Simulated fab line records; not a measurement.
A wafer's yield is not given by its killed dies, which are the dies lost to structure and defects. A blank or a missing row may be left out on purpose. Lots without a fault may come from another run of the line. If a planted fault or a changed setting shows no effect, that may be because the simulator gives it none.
Matching of chambers -- flow gf180mcu -- GF_POLY_GATE_ETCH_12 on rie-diel-04 has 4 sister chambers
The step etches BARC in N2/H2. 8 wafers are shown with their chamber, then 7 later ones without.

## WAFERS PAIRED WITH THEIR CHAMBERS
wafer,chamber,rf-fwd-power-W (W),throttle-valve-pct (%)
L152.4,1,496.7,13.216
L158.5,0,493.9,13.229
L158.6,3,496.0,13.217
L159.1,1,497.4,13.207
L159.2,2,493.7,13.212
L159.3,3,498.9,13.213
L164.1,2,499.6,13.210
L164.4,0,494.1,13.229

## WAFERS WHOSE CHAMBER IS MISSING
wafer,rf-fwd-power-W (W),throttle-valve-pct (%)
L164.6,492.9,13.203
L168.2,492.6,13.220
L168.4,493.0,13.221
L168.6,492.6,13.199
L170.4,496.1,13.221
L170.5,498.0,13.205
L170.6,494.6,13.227

## WHICH CHAMBER EACH WENT THROUGH
wafer,from the rows above,in truth
L164.6,can't be placed: 2 or 1 or 3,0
L168.2,can't be placed: 3 or 0 or 1 or 2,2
L168.4,can't be placed: 0 or 3 or 1 or 2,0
L168.6,can't be placed: 2 or 1 or 3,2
L170.4,can't be placed: 3 or 0 or 1 or 2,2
L170.5,can't be placed: 2 or 1 or 3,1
L170.6,0,0
Correct placement for 1 of the 7. These rows do not allow placing 6 (true chamber among the candidates in 5). Wrongly placed: 0.
How it was worked out, from the rows above alone: a wafer's distance from a chamber is the root of the sum, over the readings, of the square of ((its reading less the chamber's mean) divided by the reading's scatter). If the next closest chamber is less than 2 further off than the closest, the wafer can't be placed; otherwise it belongs to the closest. For every chamber, the mean is computed from those of its wafers that are shown. The scatter: take each reading less its chamber's mean, square it, sum over the shown wafers, divide by the number of wafers less the number of chambers, and take the root.
